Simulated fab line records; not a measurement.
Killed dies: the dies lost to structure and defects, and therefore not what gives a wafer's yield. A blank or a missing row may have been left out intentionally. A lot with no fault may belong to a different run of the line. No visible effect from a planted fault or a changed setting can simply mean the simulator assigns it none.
A lot that was struck, set against a sound lot ; flow sky130 ; 44 out of 708 route steps
Sound: the wafers L429.2, L429.4, L429.5. The struck wafers were L426.1, L426.4, L426.5. At the end, the cause is stated.
Per side, at each step with rows, come the tool, then ch with its chambers, and then its first start. Under that, the readings that differ: sound wafers ; struck wafers ; difference of the means ; sigmas: that difference in standard deviations of wafers without a fault.
alike: same words and numbers on both sides, and readings whose means sit less than 2 such deviations apart. not compared: any withheld reading, any reading some wafer has no value for, any bound like >300 that may hide the same value, and any number with overlapping values for which the record gives no deviation.
The two part at a step that has a row with sigmas, a row that says differs or no value, or rows on one side only. Numbers that have no deviation but don't overlap get no sigmas and don't part them. A reading that every wafer of one side lacks parts them only if that side has two wafers or more.

first, 4 steps without rows for these wafers: SKY_VIA4_STRIP_14 (strips in post etch residue remover, time 1200 s); SKY_VIA4_CLEAN_15 (cleans in IPA, time 180 s); SKY_VIA4_CLEAN_16 (cleans in O3/DIW); SKY_VIA4_SPUTTER_17 (material TiN, target thk 20 nm, time 80 s).
SKY_VIA4_CVD_18: deposits W, target thk 505 nm, time 152.14 s.
  sound on cvdW-01 ch 0,1, day 47 16:11; struck on cvdW-01 ch 1, day 47 08:36
  alike: heaterPowerW
  not compared: sinceWetCleanH
SKY_VIA4_RS_MEAS_19: measures by four-point-probe.
  sound: filmMetro-01 at day 47 16:22; struck: filmMetro-01 at day 47 08:45
  alike: VIA4_W_RS
SKY_VIA4_THK_MEAS_20: measures by xrf.
  sound: filmMetro-01 at day 47 16:28; struck: filmMetro-01 at day 47 08:52
  alike: VIA4_W_THK
then, 1 step without rows for these wafers: SKY_VIA4_CMP_21 (polishes, stops on SiO2, t overpolish 25 s, target thk 0 nm).
SKY_METAL5_SPUTTER_00: material Ti, target thk 15 nm, time 10 s.
  sound: pvdSputter-01 at day 47 16:49; struck: pvdSputter-02 at day 47 09:14
reading;sound;struck;difference;sigmas
throttleValvePct (%);32.6 32.2 32.7;30.2 28.5 28.8;-3.3;-3
  alike: cathodeDcPowerW
then, 3 steps without rows for these wafers: SKY_METAL5_SPUTTER_01 (material TiN, target thk 20 nm, time 16.7 s); SKY_METAL5_SPUTTER_02 (material AlCu, target thk 1150 nm, time 61.2 s); SKY_METAL5_SPUTTER_03 (material Ti, target thk 5 nm, time 3.3 s).
SKY_METAL5_SPUTTER_04: material TiN, target thk 70 nm, time 58.3 s.
  sound: pvdSputter-01 at day 47 16:56; struck: pvdSputter-02 at day 47 09:21
reading;sound;struck;difference;sigmas
throttleValvePct (%);32.3 32.5 32.6;30.2 28.5 28.4;-3.4;-3
model.TiN_of_METAL5_SPUTTER_04.thkNm (nm);70.41 70.33 70.3;21.26 21.25 21.13;-49.13;
  alike: cathodeDcPowerW
SKY_METAL5_RS_MEAS_05: measures by four-point-probe.
  sound: filmMetro-01 at day 47 17:01; struck: filmMetro-04 at day 47 09:23
  alike: METAL5_ALCU_RS
SKY_METAL5_THK_MEAS_06: measures by xrf.
  sound: filmMetro-01 at day 47 17:07; struck: filmMetro-04 at day 47 09:31
reading;sound;struck;difference;sigmas
METAL5_ALCU_THK (nm);1152 1160 1156;1304 1304 1294;+145;+13
then, 8 steps without rows for these wafers: SKY_METAL5_DEHYDRATE_07 (time 60 s); SKY_METAL5_HMDS_08 (prime time 60 s); SKY_METAL5_COAT_09 (resist thk 1800 nm); SKY_METAL5_SOFTBAKE_10 (time 60 s); SKY_METAL5_EXPOSE_11 (exposes mask MM5, target cd 1600 nm); SKY_METAL5_PEB_12; SKY_METAL5_DEVELOP_13 (develop time 60 s); SKY_METAL5_DESCUM_14 (chemistry O2, time 11 s).
SKY_METAL5_METAL_ETCH_15: etches the open film in Cl2/BCl3, stops on SiO2, target depth 1260 nm, time 252 s.
  sound on rieMetal-01 ch 0,1, day 48 11:25; struck on rieMetal-01 ch 0,1, day 48 04:13
reading;sound;struck;difference;sigmas
oesProductAu (a.u.);0.904 0.898 0.899;0.890 0.881 0.885;-0.015;-3
  alike: drypumpMotorCurrentA, throttleValvePct
  not compared: rfHoursCounterH
then, 1 step without rows for these wafers: SKY_METAL5_STRIP_16 (strips in O2/N2).
SKY_METAL5_STRIP_17: strips in post etch residue remover, time 1200 s.
  sound on wetBench-02 ch 3, day 48 11:44; struck on wetBench-01 ch 0, day 48 04:32
reading;sound;struck;difference;sigmas
model.TiN_of_METAL5_SPUTTER_04.thkNm (nm);69.99 69.9 69.87;20.85 20.84 20.72;-49.12;
then, 2 steps without rows for these wafers: SKY_METAL5_CLEAN_18 (cleans in IPA, time 180 s); SKY_METAL5_CLEAN_19 (cleans in O3/DIW).
SKY_PASSIVATION_CVD_00: deposits SiO2, target thk 90 nm.
  sound on pecvd-02 ch 0,1,2, day 48 12:19; struck on pecvd-02 ch 0,1,2, day 48 05:28
  alike: heaterPowerW
SKY_PASSIVATION_THK_MEAS_01:
  sound: filmMetro-01 at day 48 12:21; struck: filmMetro-02 at day 48 05:29
  alike: PASSIVATION_CVD_00_THK
SKY_PASSIVATION_CVD_02: deposits Si3N4, target thk 540 nm.
  sound on pecvd-01 ch 1,2, day 48 12:24; struck on pecvd-01 ch 0,1,2, day 48 05:33
  alike: heaterPowerW
SKY_PASSIVATION_THK_MEAS_03:
  sound: filmMetro-02 at day 48 12:38; struck: filmMetro-02 at day 48 05:46
  alike: PASSIVATION_CVD_02_THK
then, 7 steps without rows for these wafers: SKY_PASSIVATION_DEHYDRATE_04 (time 60 s); SKY_PASSIVATION_HMDS_05 (prime time 60 s); SKY_PASSIVATION_COAT_06 (resist thk 3000 nm); SKY_PASSIVATION_SOFTBAKE_07; SKY_PASSIVATION_EXPOSE_08 (exposes mask NSM, target cd 3000 nm); SKY_PASSIVATION_PEB_09; SKY_PASSIVATION_DEVELOP_10 (develop time 60 s).
SKY_PASSIVATION_ETCH_11: etches the open film in CF4/O2, stops on AlCu, target depth 725 nm, time 161.1 s.
  sound on rieDiel-04 ch 0,1,2, day 49 06:19; struck on rieDiel-03 ch 0,2,3, day 48 23:35
reading;sound;struck;difference;sigmas
oesProductAu (a.u.);0.969 0.968 0.976;0.925 0.937 0.933;-0.039;-5
model.PASSIVATION.featureDepthNm (nm);700.7 703.5 714;643.5 648.6 650.7;-58.5;
  alike: drypumpMotorCurrentA, throttleValvePct
  not compared: rfHoursCounterH
then, 2 steps without rows for these wafers: SKY_PASSIVATION_STRIP_12 (strips in O2/N2); SKY_PAD_OPEN_DEHYDRATE_00 (time 60 s).
SKY_PAD_OPEN_ETCH_07: etches the open film in CF4/O2, stops on AlCu, target depth 725 nm, time 161.1 s.
  sound on rieDiel-02 ch 1,2,3, day 49 22:55; struck on rieDiel-03 ch 1,2,3, day 49 16:31
reading;sound;struck;difference;sigmas
oesProductAu (a.u.);0.986 0.970 0.984;0.935 0.932 0.932;-0.047;-6
model.PAD_OPEN.featureDepthNm (nm);705.3 704.6 715.4;643.5 648.6 650.7;-60.8;
  alike: drypumpMotorCurrentA, throttleValvePct
  not compared: rfHoursCounterH
then, 1 step without rows for these wafers: SKY_PAD_OPEN_PROBE_99.

WHERE THEY PART
At SKY_METAL5_SPUTTER_00 first; at SKY_PAD_OPEN_ETCH_07 last (within this record only).

WHY: what had been put in by the simulator
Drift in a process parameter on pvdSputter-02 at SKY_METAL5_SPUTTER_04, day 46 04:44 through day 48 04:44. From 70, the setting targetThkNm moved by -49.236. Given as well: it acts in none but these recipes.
